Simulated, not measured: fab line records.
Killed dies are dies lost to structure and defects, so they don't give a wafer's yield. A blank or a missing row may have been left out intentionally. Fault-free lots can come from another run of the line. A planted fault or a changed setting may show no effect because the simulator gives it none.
Which tool is to blame? + flow gf180mcu + 13 lots with 39 wafers sampled at 3 steps, on a route of 602 steps

WHAT THE GAUGES SHOWED, per wafer
GF_DUAL_GATE_OVL_MEAS_11. Usual: DUAL_GATE_OVL -0.3 nm, standard deviation 1.6.
| lot  | measured     | on         | DUAL_GATE_OVL (nm) | flag |
|------|--------------|------------|--------------------|------|
| L585 | day 9 09:35  | overlay-02 | -1.1 -2.2 0.2      |      |
| L586 | day 9 18:48  | overlay-02 | -1.1 -0.8 -0.9     |      |
| L587 | day 10 00:38 | overlay-01 | 1.4 -1.6 -0.7      |      |
| L588 | day 10 02:18 | overlay-02 | 2.1 -0.2 1.0       |      |
| L590 | day 10 17:15 | overlay-01 | 0.4 0.7 0.1        |      |
| L591 | day 10 23:38 | overlay-01 | 0.4 -1.4 0.3       |      |
| L592 | day 11 07:03 | overlay-01 | 0.5 1.0 0.2        |      |
| L593 | day 11 11:48 | overlay-02 | -0.9 0.1 -0.2      |      |
| L595 | day 11 23:53 | overlay-01 | -3.2 -4.3 -3.6     |      |
| L601 | day 13 23:03 | overlay-02 | 0.9 0.8 0.9        |      |
| L602 | day 14 03:26 | overlay-01 | 2.1 3.6 2.5        |      |
| L603 | day 14 11:00 | overlay-02 | 0.0 -2.7 -2.6      |      |
| L604 | day 14 18:41 | overlay-02 | -1.9 0.2 -0.7      |      |

GF_POLY_GATE_CD_MEAS_18. Usual: cd-nm reads 279.4 nm (standard deviation 2).
| lot  | measured     | on        | cd-nm (nm)        | flag |
|------|--------------|-----------|-------------------|------|
| L585 | day 10 08:23 | cd-sem-01 | 279.8 279.2 277.4 |      |
| L586 | day 10 19:01 | cd-sem-01 | 277.0 278.0 280.7 |      |
| L587 | day 10 23:10 | cd-sem-01 | 279.6 279.3 280.8 |      |
| L588 | day 11 02:51 | cd-sem-01 | 278.8 279.9 276.9 |      |
| L590 | day 11 19:34 | cd-sem-01 | 275.8 276.4 278.7 |      |
| L591 | day 11 23:11 | cd-sem-02 | 276.6 278.2 276.0 |      |
| L592 | day 12 07:23 | cd-sem-02 | 279.3 278.5 281.8 |      |
| L593 | day 12 11:42 | cd-sem-01 | 281.0 278.8 281.2 |      |
| L595 | day 13 01:19 | cd-sem-02 | 282.7 279.9 280.4 |      |
| L601 | day 15 02:35 | cd-sem-01 | 280.1 280.8 283.6 |      |
| L602 | day 15 07:09 | cd-sem-02 | 280.2 277.8 274.8 |      |
| L603 | day 15 13:13 | cd-sem-02 | 280.2 280.4 279.8 |      |
| L604 | day 15 23:19 | cd-sem-01 | 281.7 277.9 275.8 |      |

GF_HV_LDD_CD_MEAS_31 targets a cd of 400 nm. Usual: cd-nm reads 400.0 nm (standard deviation 2.6).
| lot  | measured     | on        | cd-nm (nm)        | flag |
|------|--------------|-----------|-------------------|------|
| L585 | day 12 16:07 | cd-sem-02 | 404.1 403.6 402.8 |      |
| L586 | day 13 04:29 | cd-sem-01 | 398.3 397.0 399.1 |      |
| L587 | day 13 08:17 | cd-sem-01 | 398.4 398.1 398.9 |      |
| L588 | day 13 13:55 | cd-sem-01 | 398.3 400.8 398.5 |      |
| L590 | day 14 06:53 | cd-sem-02 | 401.6 401.2 401.9 |      |
| L591 | day 14 11:12 | cd-sem-01 | 403.2 403.3 405.2 |      |
| L592 | day 14 19:41 | cd-sem-01 | 400.9 401.2 401.0 |      |
| L593 | day 15 01:11 | cd-sem-01 | 399.2 398.1 398.7 |      |
| L595 | day 15 17:11 | cd-sem-01 | 395.9 398.6 396.1 |      |
| L601 | day 17 23:14 | cd-sem-01 | 400.9 400.3 398.7 |      |
| L602 | day 18 04:45 | cd-sem-02 | 394.4 395.4 393.4 |      |
| L603 | day 18 08:54 | cd-sem-01 | 400.9 402.8 399.1 |      |
| L604 | day 18 20:44 | cd-sem-01 | 404.0 400.3 400.5 |      |

WHICH TOOL RAN EACH LOT (tool, then ch and the chambers of the sampled wafers, then the start)
No process step before these readings appears in the record.

WHAT THE TOOLS THEMSELVES READ (means of the sampled wafers that have a number; where no wafer has one, the mark that the record gives instead)
The record holds no such reading with a usual standard deviation.

THE ANSWER, worked out from the rows above alone
Rule: lot off if the mean of its wafers having a number is beyond 3 standard deviations from the usual mean. A lot without any number at a reading at which 4 lots or more have one is off too. All remaining lots with rows at the step are treated as sound. The gauges are gone through in route order, then the tools' own readings, and for those a lot's mean is taken as printed above. The first step at which some lot is off is used, and at that step the reading that is off furthest; a lot without a number counts as furthest.
Nothing can be told from this: no lot is off at any reading shown.

WHAT THE SIMULATOR HAD PUT IN
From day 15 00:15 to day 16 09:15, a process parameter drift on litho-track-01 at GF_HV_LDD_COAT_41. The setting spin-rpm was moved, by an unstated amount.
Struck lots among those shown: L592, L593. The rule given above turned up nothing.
